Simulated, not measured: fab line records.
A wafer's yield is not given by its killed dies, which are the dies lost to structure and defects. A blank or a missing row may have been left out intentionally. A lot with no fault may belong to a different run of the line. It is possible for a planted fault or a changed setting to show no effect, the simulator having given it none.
fab line records + flow sfq_line
record:
- lots: 6
- wafers: 18
- last_day: 94
route steps=325 shown M1@65 I1@73
lots with no fault: from the same line, run without faults
start_h: hours from the record's first day to the start of the lot's first wafer shown + wait_h: hours from the lot's prior step to this one + " as in the row above + L1.1+2: one row covering several wafers at once + - no value, or no start was given + * or withheld: withheld + < > ~ a bound
route shown NAME@n: a module of which the file shows steps, and the number in the route of the first + usual: mean/standard deviation taken from wafers without a fault + same: alike in all rows + chamber/n: place in a boat + sites: each site's reading + _std_site: standard deviation across them + _edge_site: outer sites' mean less inner sites' + radius_mm: how far each site lies from the wafer's centre + mask NAME#n: copy n + behind: the last tool/chamber to shape the wafer + hold: what put the lot on hold/how long, in hours/how the hold closed + device: whichever transistor did not switch (one of n, p or np) + end of line: tests run on the same wafers once the route is complete + where a step has no rows: the recipe by itself + killed: dies that structure and defects cost at the first sort, which is not the same as the wafer's yield + map: a wafer's dies, x killed, . not, _ none there
set.NAME: the setting as run; set.NAME@STEP: as run at that earlier step + model.NAME: the simulator's own value behind a step, which no gauge read
lots seen at some steps along the route; tables by step, rows by wafer
services: a tool's chamber out of use, with start hour (start_h, from the record's first day; less than 0 if before it), hours out, and reason
== steps ==
step: SFQ_TRILAYER_M1_LITHO_EXPOSE_040
recipe:
- mask_id: M1
- na: 0.6
- source_shape: conventional
- sigma_outer: 0.65
- target_cd_nm: 500
- dose_mj: 14.4
step: SFQ_TRILAYER_M1_LITHO_PEB_042
recipe:
- peb_temp_c: 115
- peb_time_s: 60
- resist: KrF
step: SFQ_TRILAYER_M1_LITHO_DEVELOP_041
recipe:
- time_s: 60
- resist: KrF
step: SFQ_M1_OVL_MEAS_911
usual:
- M1_OVL: 2/6.7
| lot.wafer | tool       | chamber | start_h | wait_h | M1_OVL[nm] |
|-----------|------------|---------|---------|--------|------------|
| L284.2    | overlay-01 | -       | 552.90  | 0.1    | 9          |
| L284.3    | "          | -       | "       | "      | 8          |
| L284.6    | "          | -       | "       | "      | 12         |
| L285.2    | overlay-02 | -       | 561.22  | 0.1    | 3          |
| L285.3    | "          | -       | "       | "      | 4          |
| L285.5    | "          | -       | "       | "      | 7          |
| L293.1    | overlay-02 | -       | 673.63  | 0.1    | 6          |
| L293.4    | "          | -       | "       | "      | 8          |
| L293.5    | "          | -       | "       | "      | 8          |
| L294.4    | overlay-01 | -       | 685.65  | 0.1    | 2          |
| L294.5    | "          | -       | "       | "      | 10         |
| L294.6    | "          | -       | "       | "      | 13         |
| L303.2    | overlay-01 | -       | 764.43  | 0.1    | 2          |
| L303.5    | "          | -       | "       | "      | -1         |
| L303.6    | "          | -       | "       | "      | 1          |
| L305.1    | overlay-02 | -       | 783.85  | 0.1    | 2          |
| L305.5    | "          | -       | "       | "      | 2          |
| L305.6    | "          | -       | "       | "      | -3         |
step: SFQ_TRILAYER_M1_BARC_OPEN_METAL_ETCH_054
recipe:
- mask_material: PR
- chemistry: O2
- target_depth_nm: 125
- target: BARC
- icp_w: 600
- bias_w: 80
- pressure_mtorr: 10
- time_s: 41.7
usual:
- chamber_pressure_mTorr: 10.000/0.0092
- drypump_motor_current_A: 5.6/0.36
- oes_product_au: 0.685/0.0042
same:
- time_s: 41.7
| lot.wafer | tool         | chamber | start_h | wait_h | chamber_pressure_mTorr | drypump_motor_current_A | oes_product_au | rf_hours_counter_h |
|-----------|--------------|---------|---------|--------|------------------------|-------------------------|----------------|--------------------|
| L284.2    | rie_metal-02 | 1       | 552.93  | 0.0    | 9.998                  | 6.4                     | 0.679          | 22                 |
| L284.3    | "            | 0       | "       | "      | 9.988                  | 5.3                     | 0.690          | -                  |
| L284.6    | "            | 1       | "       | "      | 10.009                 | 6.4                     | 0.685          | -                  |
| L285.2    | rie_metal-03 | 1       | 561.25  | 0.0    | 9.997                  | 5.8                     | 0.683          | 29                 |
| L285.3    | "            | 1       | "       | "      | 10.001                 | 5.8                     | 0.687          | -                  |
| L285.5    | "            | 1       | "       | "      | 10.008                 | 5.8                     | 0.685          | -                  |
| L293.1    | rie_metal-02 | 1       | 673.67  | 0.0    | 10.007                 | 6.4                     | 0.681          | 40                 |
| L293.4    | "            | 1       | "       | "      | 9.996                  | 6.4                     | 0.678          | -                  |
| L293.5    | "            | 0       | "       | "      | 9.995                  | 5.3                     | 0.680          | -                  |
| L294.4    | rie_metal-03 | 0       | 685.73  | 0.1    | 10.011                 | 5.5                     | 0.683          | -                  |
| L294.5    | "            | 0       | "       | "      | 9.983                  | 5.5                     | 0.689          | -                  |
| L294.6    | "            | 0       | "       | "      | 10.003                 | 5.5                     | 0.685          | -                  |
| L303.2    | rie_metal-01 | 0       | 764.46  | 0.0    | 9.982                  | 5.3                     | 0.686          | 102                |
| L303.5    | "            | 0       | "       | "      | 10.012                 | 5.4                     | 0.682          | -                  |
| L303.6    | "            | 1       | "       | "      | 10.010                 | 5.4                     | 0.683          | -                  |
| L305.1    | rie_metal-01 | 1       | 783.89  | 0.0    | 9.988                  | 5.4                     | 0.685          | 29                 |
| L305.5    | "            | 0       | "       | "      | 10.014                 | 5.4                     | 0.681          | -                  |
| L305.6    | "            | 1       | "       | "      | 9.988                  | 5.4                     | 0.690          | -                  |
step: SFQ_TRILAYER_M1_ETCH_METAL_ETCH_042
recipe:
- target: Nb
- stop_on: SiO2
- mask_material: PR
- chemistry: Cl2/Ar
- target_depth_nm: 240
- icp_w: 600
- bias_w: 80
- pressure_mtorr: 10
- time_s: 120
usual:
- chamber_pressure_mTorr: 10.000/0.01
- drypump_motor_current_A: 5.6/0.36
- oes_product_au: 0.892/0.0073
same:
- time_s: 120
| lot.wafer | tool         | chamber | start_h | wait_h | chamber_pressure_mTorr | drypump_motor_current_A | oes_product_au | rf_hours_counter_h |
|-----------|--------------|---------|---------|--------|------------------------|-------------------------|----------------|--------------------|
| L284.2    | rie_metal-02 | 1       | 552.99  | 0.0    | 10.003                 | 6.4                     | 0.895          | 22                 |
| L284.3    | "            | 0       | "       | "      | 10.001                 | 5.3                     | 0.896          | -                  |
| L284.6    | "            | 1       | "       | "      | 9.990                  | 6.5                     | 0.896          | -                  |
| L285.2    | rie_metal-03 | 1       | 561.31  | 0.0    | 9.996                  | 5.8                     | 0.879          | 29                 |
| L285.3    | "            | 1       | "       | "      | 10.012                 | 5.8                     | 0.878          | -                  |
| L285.5    | "            | 1       | "       | "      | 9.991                  | 5.8                     | 0.877          | -                  |
| L293.1    | rie_metal-02 | 1       | 673.73  | 0.0    | 10.007                 | 6.4                     | 0.884          | 40                 |
| L293.4    | "            | 1       | "       | "      | 9.999                  | 6.4                     | 0.879          | -                  |
| L293.5    | "            | 0       | "       | "      | 9.998                  | 5.3                     | 0.900          | -                  |
| L294.4    | rie_metal-03 | 0       | 685.92  | 0.2    | 10.015                 | 5.5                     | 0.899          | -                  |
| L294.5    | "            | 0       | "       | "      | 9.997                  | 5.5                     | 0.879          | -                  |
| L294.6    | "            | 0       | "       | "      | 10.024                 | 5.5                     | 0.894          | -                  |
| L303.2    | rie_metal-01 | 0       | 764.52  | 0.0    | 10.011                 | 5.4                     | 0.893          | 102                |
| L303.5    | "            | 0       | "       | "      | 10.007                 | 5.4                     | 0.892          | -                  |
| L303.6    | "            | 1       | "       | "      | 9.988                  | 5.4                     | 0.898          | -                  |
| L305.1    | rie_metal-01 | 1       | 783.95  | 0.0    | 10.007                 | 5.4                     | 0.896          | 29                 |
| L305.5    | "            | 0       | "       | "      | 10.007                 | 5.4                     | 0.893          | -                  |
| L305.6    | "            | 1       | "       | "      | 9.999                  | 5.4                     | 0.898          | -                  |
step: SFQ_TRILAYER_M1_STRIP_STRIP_043
recipe:
- gas: O2
- power_w: 200
- platen_temp_c: 40
- overash_fraction: 0.65
- chemistry: O2
- pressure_mtorr: 50
usual:
- chamber_pressure_mTorr: 50.00/0.047
- drypump_motor_current_A: 5.6/0.36
- oes_product_au: 1.003/0.01
- platen_temp_c: 40.02/0.11
same:
- overash_fraction: 0.65
| lot.wafer | tool         | chamber | start_h | wait_h | chamber_pressure_mTorr | drypump_motor_current_A | oes_product_au | platen_temp_c | rf_hours_counter_h |
|-----------|--------------|---------|---------|--------|------------------------|-------------------------|----------------|---------------|--------------------|
| L284.2    | rie_metal-02 | 1       | 553.12  | 0.1    | 50.01                  | 6.5                     | 0.991          | 39.94         | 22                 |
| L284.3    | "            | 0       | "       | "      | 50.08                  | 5.3                     | 0.990          | 40.13         | -                  |
| L284.6    | "            | 1       | "       | "      | 50.00                  | 6.4                     | 0.994          | 40.03         | -                  |
| L285.2    | rie_metal-03 | 1       | 561.44  | 0.1    | 50.08                  | 5.8                     | 1.018          | 39.86         | 29                 |
| L285.3    | "            | 1       | "       | "      | 50.00                  | 5.8                     | 1.010          | 40.07         | -                  |
| L285.5    | "            | 1       | "       | "      | 50.06                  | 5.7                     | 1.024          | 39.89         | -                  |
| L293.1    | rie_metal-02 | 1       | 673.86  | 0.1    | 50.01                  | 6.5                     | 1.000          | 40.08         | 40                 |
| L293.4    | "            | 1       | "       | "      | 50.09                  | 6.4                     | 0.986          | 40.08         | -                  |
| L293.5    | "            | 0       | "       | "      | 50.02                  | 5.3                     | 1.002          | 40.13         | -                  |
| L294.4    | rie_metal-03 | 0       | 686.64  | 0.7    | 49.91                  | 5.5                     | 0.997          | 40.11         | -                  |
| L294.5    | "            | 0       | "       | "      | 49.92                  | 5.5                     | 0.993          | 40.06         | -                  |
| L294.6    | "            | 0       | "       | "      | 49.96                  | 5.5                     | 0.993          | 40.09         | -                  |
| L303.2    | rie_metal-01 | 0       | 764.65  | 0.1    | 50.08                  | 5.4                     | 1.000          | 40.07         | 102                |
| L303.5    | "            | 0       | "       | "      | 50.01                  | 5.4                     | 0.996          | 39.98         | -                  |
| L303.6    | "            | 1       | "       | "      | 50.03                  | 5.4                     | 1.009          | 39.89         | -                  |
| L305.1    | rie_metal-01 | 1       | 784.07  | 0.1    | 49.96                  | 5.4                     | 0.995          | 40.00         | 29                 |
| L305.5    | "            | 0       | "       | "      | 49.92                  | 5.4                     | 0.998          | 39.96         | -                  |
| L305.6    | "            | 1       | "       | "      | 50.03                  | 5.4                     | 1.006          | 40.08         | -                  |
step: SFQ_TRILAYER_M1_STRIP_SOLV_CLEAN_044
recipe:
- chemistry: NMP
- temp_c: 70
- time_s: 600
step: SFQ_TRILAYER_I1_DEP_PECVD_045
recipe:
- material: SiO2
- temp_c: 150
- time_s: 111.11
- pressure_torr: 2.4
- rf_w: 183.3
- precursor: SiH4/N2O
- target_thk_nm: 500
step: SFQ_TRILAYER_I1_CMP_CMP_046
recipe:
- material: SiO2
- down_force_psi: 3
- platen_rpm: 60
- pad_velocity_m_s: 0.94248
usual:
- motor_current_A: 10.2/0.8
- retaining_ring_pressure_frac: 0.999/0.0052
- time_to_endpoint_s: 216/7.9
| lot.wafer | tool   | chamber | start_h | wait_h | motor_current_A | retaining_ring_pressure_frac | time_to_endpoint_s |
|-----------|--------|---------|---------|--------|-----------------|------------------------------|--------------------|
| L284.2    | cmp-01 | 1       | 553.97  | 0.0    | 10.1            | 1.008                        | 216                |
| L284.3    | "      | 2       | "       | "      | 9.1             | 1.002                        | 217                |
| L284.6    | "      | 1       | 555.97  | 2.0    | 10.1            | 1.009                        | 213                |
| L285.2    | cmp-01 | 3       | 563.29  | 1.0    | 10.0            | 1.007                        | 222                |
| L285.3    | "      | 0       | "       | "      | 10.7            | 1.006                        | 213                |
| L285.5    | "      | 1       | "       | "      | 10.4            | 1.001                        | 224                |
| L293.1    | cmp-01 | 1       | 675.22  | 0.5    | 10.8            | 0.996                        | 214                |
| L293.4    | "      | 3       | 676.22  | 1.5    | 10.4            | 1.001                        | 224                |
| L293.5    | "      | 0       | "       | "      | 10.5            | 0.995                        | 211                |
| L294.4    | cmp-01 | 2       | 690.22  | 2.7    | 10.2            | 0.992                        | 226                |
| L294.6    | "      | 1       | 691.72  | 4.2    | 10.3            | 1.003                        | 221                |
| L294.5    | "      | 2       | "       | "      | 9.2             | 0.996                        | 216                |
| L303.2    | cmp-01 | 1       | 768.30  | 2.8    | 10.4            | 0.996                        | 221                |
| L303.6    | "      | 3       | 769.30  | 3.8    | 9.6             | 0.997                        | 231                |
| L303.5    | "      | 0       | "       | "      | 10.7            | 0.993                        | 221                |
| L305.1    | cmp-01 | 3       | 786.52  | 1.6    | 9.8             | 0.997                        | 208                |
| L305.6    | "      | 1       | 787.52  | 2.6    | 10.5            | 0.993                        | 212                |
| L305.5    | "      | 2       | "       | "      | 9.8             | 0.999                        | 209                |
step: SFQ_I1_BOW_MEAS_912
recipe:
- mode: bow
usual:
- I1_BOW: 1/6.9
| lot.wafer | tool          | chamber | start_h | wait_h | I1_BOW[um] |
|-----------|---------------|---------|---------|--------|------------|
| L284.2    | film_metro-03 | -       | 556.99  | 2.5    | 1          |
| L284.3    | "             | -       | "       | "      | -8         |
| L284.6    | "             | -       | "       | "      | -7         |
| L285.2    | film_metro-01 | -       | 565.31  | 1.5    | -10        |
| L285.3    | "             | -       | "       | "      | 10         |
| L285.5    | "             | -       | "       | "      | -8         |
| L293.1    | film_metro-02 | -       | 677.72  | 2.0    | 10         |
| L293.4    | "             | -       | "       | "      | 7          |
| L293.5    | "             | -       | "       | "      | -4         |
| L294.4    | film_metro-03 | -       | 692.78  | 2.1    | -7         |
| L294.5    | "             | -       | "       | "      | -14        |
| L294.6    | "             | -       | "       | "      | 8          |
| L303.2    | film_metro-03 | -       | 770.32  | 1.5    | 4          |
| L303.5    | "             | -       | "       | "      | 1          |
| L303.6    | "             | -       | "       | "      | 0          |
| L305.1    | film_metro-01 | -       | 788.52  | 1.5    | 2          |
| L305.5    | "             | -       | "       | "      | 4          |
| L305.6    | "             | -       | "       | "      | 2          |
step: SFQ_TRILAYER_I1_METRO_MEASURE_047
usual:
- thk_nm: 200.1/1.1
| lot.wafer | tool          | chamber | start_h | wait_h | thk_nm |
|-----------|---------------|---------|---------|--------|--------|
| L284.2    | film_metro-03 | -       | 557.29  | 0.3    | 200.4  |
| L284.3    | "             | -       | "       | "      | 199.4  |
| L284.6    | "             | -       | "       | "      | 200.0  |
| L285.2    | film_metro-01 | -       | 565.61  | 0.3    | 201.0  |
| L285.3    | "             | -       | "       | "      | 200.2  |
| L285.5    | "             | -       | "       | "      | 200.1  |
| L293.1    | film_metro-02 | -       | 677.84  | 0.1    | 201.1  |
| L293.4    | "             | -       | "       | "      | 200.7  |
| L293.5    | "             | -       | "       | "      | 199.8  |
| L294.4    | film_metro-03 | -       | 693.44  | 0.6    | 199.7  |
| L294.5    | "             | -       | "       | "      | 199.1  |
| L294.6    | "             | -       | "       | "      | 201.3  |
| L303.2    | film_metro-03 | -       | 770.62  | 0.3    | 200.2  |
| L303.5    | "             | -       | "       | "      | 199.6  |
| L303.6    | "             | -       | "       | "      | 201.5  |
| L305.1    | film_metro-01 | -       | 788.64  | 0.1    | 199.6  |
| L305.5    | "             | -       | "       | "      | 198.4  |
| L305.6    | "             | -       | "       | "      | 198.8  |
step: SFQ_TRILAYER_I1_VIA_LITHO_COAT_054
recipe:
- resist: BARC
- spin_rpm: 3000
- resist_thk_nm: 62
usual:
- spin_speed_rpm: 2999.7/2
| lot.wafer | tool           | chamber | start_h | wait_h | spin_speed_rpm | model.BARC_of_TRILAYER_I1_VIA_LITHO_COAT_054.thk_nm |
|-----------|----------------|---------|---------|--------|----------------|-----------------------------------------------------|
| L284.2    | litho_track-04 | 0       | 558.34  | 0.8    | 3000.5         | 62.16                                               |
| L284.3    | "              | 0       | "       | "      | 2997.6         | 61.98                                               |
| L284.6    | "              | 0       | "       | "      | 3000.6         | 61.99                                               |
| L285.2    | litho_track-01 | 0       | 566.66  | 0.8    | 3000.6         | 61.69                                               |
| L285.3    | "              | 0       | "       | "      | 3001.5         | 61.8                                                |
| L285.5    | "              | 0       | "       | "      | 3003.2         | 61.6                                                |
| L293.1    | litho_track-01 | 0       | 679.04  | 1.0    | 2656.7         | 65.95                                               |
| L293.4    | "              | 0       | "       | "      | 2656.8         | 65.97                                               |
| L293.5    | "              | 0       | "       | "      | 2655.5         | 66.12                                               |
| L294.4    | litho_track-01 | 0       | 694.19  | 0.6    | 2654.6         | 66.2                                                |
| L294.5    | "              | 0       | "       | "      | 2653.4         | 66.21                                               |
| L294.6    | "              | 0       | "       | "      | 2655.3         | 66.03                                               |
| L303.2    | litho_track-04 | 0       | 771.67  | 0.8    | 3002.7         | 61.81                                               |
| L303.5    | "              | 0       | "       | "      | 3003.6         | 62.12                                               |
| L303.6    | "              | 0       | "       | "      | 3000.8         | 61.8                                                |
| L305.1    | litho_track-01 | 0       | 789.84  | 1.0    | 2997.6         | 62.04                                               |
| L305.5    | "              | 0       | "       | "      | 2998.3         | 62.03                                               |
| L305.6    | "              | 0       | "       | "      | 2998.1         | 61.99                                               |
step: SFQ_TRILAYER_I1_VIA_LITHO_COAT_049
recipe:
- resist: KrF
- spin_rpm: 3000
- resist_thk_nm: 650
step: SFQ_TRILAYER_I1_VIA_LITHO_SOFTBAKE_053
recipe:
- temp_c: withheld
- time_s: withheld
- resist: KrF
step: SFQ_TRILAYER_I1_VIA_LITHO_EXPOSE_050
recipe:
- mask_id: I1
- na: 0.6
- source_shape: conventional
- sigma_outer: 0.65
- target_cd_nm: 500
- dose_mj: 21.3
step: SFQ_TRILAYER_I1_VIA_LITHO_PEB_052
recipe:
- peb_temp_c: 115
- peb_time_s: 60
- resist: KrF
step: SFQ_TRILAYER_I1_VIA_LITHO_DEVELOP_051
recipe:
- time_s: 60
- resist: KrF
step: SFQ_I1_OVL_MEAS_913
usual:
- I1_OVL: 1/4.8
| lot.wafer | tool       | chamber | start_h | wait_h | I1_OVL[nm] |
|-----------|------------|---------|---------|--------|------------|
| L284.2    | overlay-01 | -       | 561.51  | 0.1    | 5          |
| L284.3    | "          | -       | "       | "      | 2          |
| L284.6    | "          | -       | "       | "      | -2         |
| L285.2    | overlay-02 | -       | 572.58  | 0.1    | 1          |
| L285.3    | "          | -       | "       | "      | 1          |
| L285.5    | "          | -       | "       | "      | 7          |
| L293.1    | overlay-01 | -       | 703.43  | 0.1    | 8          |
| L293.4    | "          | -       | "       | "      | 7          |
| L293.5    | "          | -       | "       | "      | 2          |
| L294.4    | overlay-01 | -       | 704.65  | 0.1    | -8         |
| L294.5    | "          | -       | "       | "      | 6          |
| L294.6    | "          | -       | "       | "      | -2         |
| L303.2    | overlay-01 | -       | 779.25  | 0.1    | 0          |
| L303.5    | "          | -       | "       | "      | 6          |
| L303.6    | "          | -       | "       | "      | -3         |
| L305.1    | overlay-01 | -       | 792.09  | 0.1    | 1          |
| L305.5    | "          | -       | "       | "      | 1          |
| L305.6    | "          | -       | "       | "      | 3          |
step: SFQ_TRILAYER_I1_VIA_BARC_OPEN_VIA_ETCH_071
recipe:
- mask_material: PR
- chemistry: O2
- target_depth_nm: 125
- target: BARC
- source_w: 500
- bias_w: 80
- pressure_mtorr: 30
- time_s: 41.7
usual:
- chamber_pressure_mTorr: 29.998/0.025
- drypump_motor_current_A: 5.2/0.35
- oes_product_au: 0.686/0.0049
same:
- time_s: 41.7
| lot.wafer | tool        | chamber | start_h | wait_h | chamber_pressure_mTorr | drypump_motor_current_A | oes_product_au | rf_hours_counter_h | model.etch.depth_nm |
|-----------|-------------|---------|---------|--------|------------------------|-------------------------|----------------|--------------------|---------------------|
| L284.2    | rie_diel-03 | 0       | 561.54  | 0.0    | 29.941                 | 5.6                     | 0.683          | 11                 | 62.16               |
| L284.3    | "           | 2       | "       | "      | 30.003                 | 5.7                     | 0.680          | 68                 | 61.98               |
| L284.6    | "           | 0       | "       | "      | 29.985                 | 5.6                     | 0.689          | -                  | 61.99               |
| L285.2    | rie_diel-02 | 0       | 572.61  | 0.0    | 30.045                 | 5.6                     | 0.689          | 0                  | 61.69               |
| L285.3    | "           | 3       | "       | "      | 29.976                 | 4.9                     | 0.680          | 7                  | 61.8                |
| L285.5    | "           | 1       | "       | "      | 29.984                 | 4.9                     | 0.671          | -                  | 61.6                |
| L293.1    | rie_diel-04 | 2       | 703.47  | 0.0    | 30.036                 | 4.9                     | 0.706          | 9                  | 65.95               |
| L293.4    | "           | 0       | "       | "      | 30.005                 | 5.0                     | 0.709          | 0                  | 65.97               |
| L293.5    | "           | 0       | "       | "      | 29.957                 | 5.0                     | 0.699          | -                  | 66.12               |
| L294.4    | rie_diel-03 | 0       | 704.67  | 0.0    | 30.012                 | 5.6                     | 0.709          | 13                 | 66.2                |
| L294.5    | "           | 1       | "       | "      | 29.973                 | 5.6                     | 0.707          | -                  | 66.21               |
| L294.6    | "           | 2       | "       | "      | 30.057                 | 5.7                     | 0.704          | -                  | 66.03               |
| L303.2    | rie_diel-02 | 3       | 779.28  | 0.0    | 30.017                 | 4.9                     | 0.678          | 10                 | 61.81               |
| L303.5    | "           | 3       | "       | "      | 29.991                 | 4.9                     | 0.688          | -                  | 62.12               |
| L303.6    | "           | 2       | "       | "      | 29.956                 | 5.0                     | 0.688          | -                  | 61.8                |
| L305.1    | rie_diel-04 | 2       | 792.13  | 0.0    | 29.975                 | 4.9                     | 0.681          | 11                 | 62.04               |
| L305.5    | "           | 0       | "       | "      | 29.985                 | 5.0                     | 0.691          | -                  | 62.03               |
| L305.6    | "           | 1       | "       | "      | 30.013                 | 5.9                     | 0.701          | -                  | 61.99               |
step: SFQ_TRILAYER_I1_VIA_ETCH_VIA_ETCH_052
recipe:
- target: SiO2
- stop_on: Nb
- mask_material: PR
- taper_deg: 20
- chemistry: CHF3
- target_depth_nm: 260
- source_w: 500
- bias_w: 80
- pressure_mtorr: 30
- time_s: withheld
== services ==
| tool          | chamber | start_h | hours | kind   |
|---------------|---------|---------|-------|--------|
| rie_diel-04   | 0       | 542.01  | 8.0   | repair |
| film_metro-01 | -       | 551.18  | 1.2   | pm     |
| film_metro-03 | -       | 558.29  | 16.1  | pm     |
| rie_diel-02   | -       | 567.88  | 1.1   | repair |
| rie_diel-03   | 0       | 570.75  | 2.3   | repair |
| cmp-01        | -       | 574.89  | 4.0   | pm     |
| rie_metal-03  | -       | 578.56  | 1.0   | repair |
| rie_diel-04   | 0       | 581.37  | 5.1   | repair |
| film_metro-03 | -       | 583.15  | 0.2   | pm     |
| cmp-01        | -       | 597.71  | 1.2   | repair |
| rie_metal-03  | 0       | 599.35  | 48.2  | repair |
| film_metro-03 | -       | 613.50  | 0.8   | pm     |
| film_metro-03 | -       | 623.99  | 0.6   | pm     |
| rie_metal-03  | 1       | 627.63  | 16.1  | repair |
| rie_metal-02  | -       | 633.73  | 0.5   | repair |
| rie_metal-03  | -       | 646.13  | 28.1  | pm     |
| cmp-01        | -       | 658.58  | 7.3   | pm     |
| rie_metal-03  | -       | 674.23  | 2.8   | pm     |
| rie_metal-03  | 1       | 685.24  | 2.5   | repair |
| cmp-01        | -       | 708.88  | 1.8   | repair |
| cmp-01        | -       | 723.05  | 1.3   | repair |
| rie_metal-02  | -       | 746.79  | 0.6   | repair |
| rie_metal-03  | -       | 751.85  | 15.6  | pm     |
| rie_metal-02  | 0       | 775.72  | 5.6   | repair |
== key ==
first_sign:
- step: SFQ_TRILAYER_I1_VIA_LITHO_COAT_054
- reading: spin_speed_rpm
- direction: down
- sigmas: 99+
- usual: 2999.7
- struck: 2655.4
effect:
- step: SFQ_TRILAYER_I1_VIA_BARC_OPEN_VIA_ETCH_071
- reading: oes_product_au
- direction: up
- sigmas: 4
- usual: 0.686
- struck: 0.706
model_effect:
- step: SFQ_TRILAYER_I1_VIA_LITHO_COAT_054
- value: BARC_of_TRILAYER_I1_VIA_LITHO_COAT_054.thk_nm
- without: 62.18
- struck: 66.08
model_effect:
- step: SFQ_TRILAYER_I1_VIA_BARC_OPEN_VIA_ETCH_071
- value: etch.depth_nm
- without: 62.18
- struck: 66.08
met_at SFQ_TRILAYER_I1_VIA_LITHO_COAT_054
struck_wafers L293.1,L293.4,L293.5,L294.4,L294.5,L294.6
onset_between 566.66 679.04
fault:
- kind: process_parameter_drift
- tool: litho_track-01
- chamber: -
- onset_h: 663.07
- steps: SFQ_TRILAYER_I1_VIA_LITHO_COAT_054
- channel: spin_rpm
- offset: -343.8
- shape: step
- end_h: 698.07
- acts_in: these_recipes_only
- stated: 3000
